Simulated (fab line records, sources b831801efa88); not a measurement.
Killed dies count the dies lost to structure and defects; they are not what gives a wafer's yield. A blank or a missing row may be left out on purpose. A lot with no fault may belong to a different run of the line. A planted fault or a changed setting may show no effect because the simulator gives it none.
The tool behind it: which one? | flow sky130 | 14 lots, 41 wafers sampled, at 2 steps of a route of 708

WHAT EACH GAUGE READ, for each wafer
SKY_VIA4_OVL_MEAS_11. Usual: VIA4_OVL typically reads -0.1 nm, with standard deviation 1.4.
lot  | measured     | on         | VIA4_OVL (nm)  | flag
L632 | day 42 21:31 | overlay-02 | -3.3 -1.3 -1.0 |
L633 | day 43 04:16 | overlay-01 | 1.5 -0.6 0.3   |
L634 | day 43 12:13 | overlay-02 | 0.0 -0.2 -0.1  |
L638 | day 44 22:29 | overlay-02 | -1.1 1.2 0.8   |
L640 | day 45 14:29 | overlay-02 | -1.6 -2.2 -2.2 |
L643 | day 46 06:58 | overlay-02 | 1.7 2.0 0.1    |
L644 | day 46 08:14 | overlay-01 | -2.9 -4.4      |
L646 | day 46 13:10 | overlay-01 | 1.6 0.9 0.7    |
L647 | day 47 02:47 | overlay-02 | -0.2 -1.1 -1.5 |
L648 | day 47 07:06 | overlay-02 | 0.7 -0.6 0.4   |
L649 | day 47 11:10 | overlay-01 | - - -          | OFF
L651 | day 47 14:01 | overlay-01 | - - -          | OFF
L655 | day 48 13:01 | overlay-02 | -1.1 -1.1 -1.0 |
L653 | day 48 16:31 | overlay-02 | -0.3 -1.1 -0.4 |

WHICH TOOL RAN EACH LOT (tool, then ch and the chambers of the sampled wafers, then the start)
lot  | SKY_VIA4_DEVELOP_10
L632 | litho_track-04 ch 0, day 42 21:23
L633 | litho_track-04 ch 0, day 43 04:07
L634 | litho_track-04 ch 0, day 43 12:04
L638 | litho_track-03 ch 0, day 44 22:20
L640 | litho_track-03 ch 0, day 45 14:20
L643 | litho_track-01 ch 0, day 46 06:50
L644 | litho_track-01 ch 0, day 46 08:08
L646 | litho_track-04 ch 0, day 46 13:01
L647 | litho_track-03 ch 0, day 47 02:38
L648 | litho_track-03 ch 0, day 47 06:58
L649 | litho_track-01, day 47 11:01
L651 | litho_track-01, day 47 13:55
L655 | litho_track-04 ch 0, day 48 12:52
L653 | litho_track-04 ch 0, day 48 16:22
- SKY_VIA4_DEVELOP_10: develop time 60 s.

WHAT THE TOOLS THEMSELVES READ (means of the sampled wafers that have a number; where no wafer has one, the mark that the record gives instead)
SKY_VIA4_DEVELOP_10. Usual: 22.98 C for chill_plate_temp_C, sd 0.097.
lot  | tool           | chill_plate_temp_C (C) | flag
L632 | litho_track-04 | 23.06                  |
L633 | litho_track-04 | 22.99                  |
L634 | litho_track-04 | 23.02                  |
L638 | litho_track-03 | 23.08                  |
L640 | litho_track-03 | 23.01                  |
L643 | litho_track-01 | 22.91                  |
L644 | litho_track-01 | 23.11                  |
L646 | litho_track-04 | 22.99                  |
L647 | litho_track-03 | 23.03                  |
L648 | litho_track-03 | 22.98                  |
L649 | litho_track-01 | -                      | OFF
L651 | litho_track-01 | -                      | OFF
L655 | litho_track-04 | 23.07                  |
L653 | litho_track-04 | 23.06                  |

THE ANSWER, worked out from the rows above alone
Rule: lot off if the mean of its wafers having a number is beyond 3 standard deviations from the usual mean. Also off: a lot with no number at a reading for which 4 or more lots have one. Any other lot the step has rows for is counted as sound. The gauges are gone through in route order, then the tools' own readings, and for those a lot's mean is taken as printed above. At the first step where some lot is off, the reading lying furthest off is the one used; lots without a number count as furthest.
Off: L649, L651, seen at SKY_VIA4_OVL_MEAS_11 (VIA4_OVL). Without a number there: L649, L651.
If a tool, at a process step before that reading, ran all the lots that are off and no sound lot after the first of them, it fits. The gauges at SKY_VIA4_OVL_MEAS_11 aren't tried: what is off there is off at SKY_VIA4_DEVELOP_10 too, on other tools, and a gauge's error can't cause that. One fits: SKY_VIA4_DEVELOP_10 on litho_track-01. Its last sound lot is L644 (day 46 08:08), its first lot that is off L649 (day 47 11:01): a fault that began between those two fits.
Blank at SKY_VIA4_DEVELOP_10 on the lots that are off, where sound lots have numbers: chill_plate_temp_C.

WHAT WAS PUT IN BY THE SIMULATOR
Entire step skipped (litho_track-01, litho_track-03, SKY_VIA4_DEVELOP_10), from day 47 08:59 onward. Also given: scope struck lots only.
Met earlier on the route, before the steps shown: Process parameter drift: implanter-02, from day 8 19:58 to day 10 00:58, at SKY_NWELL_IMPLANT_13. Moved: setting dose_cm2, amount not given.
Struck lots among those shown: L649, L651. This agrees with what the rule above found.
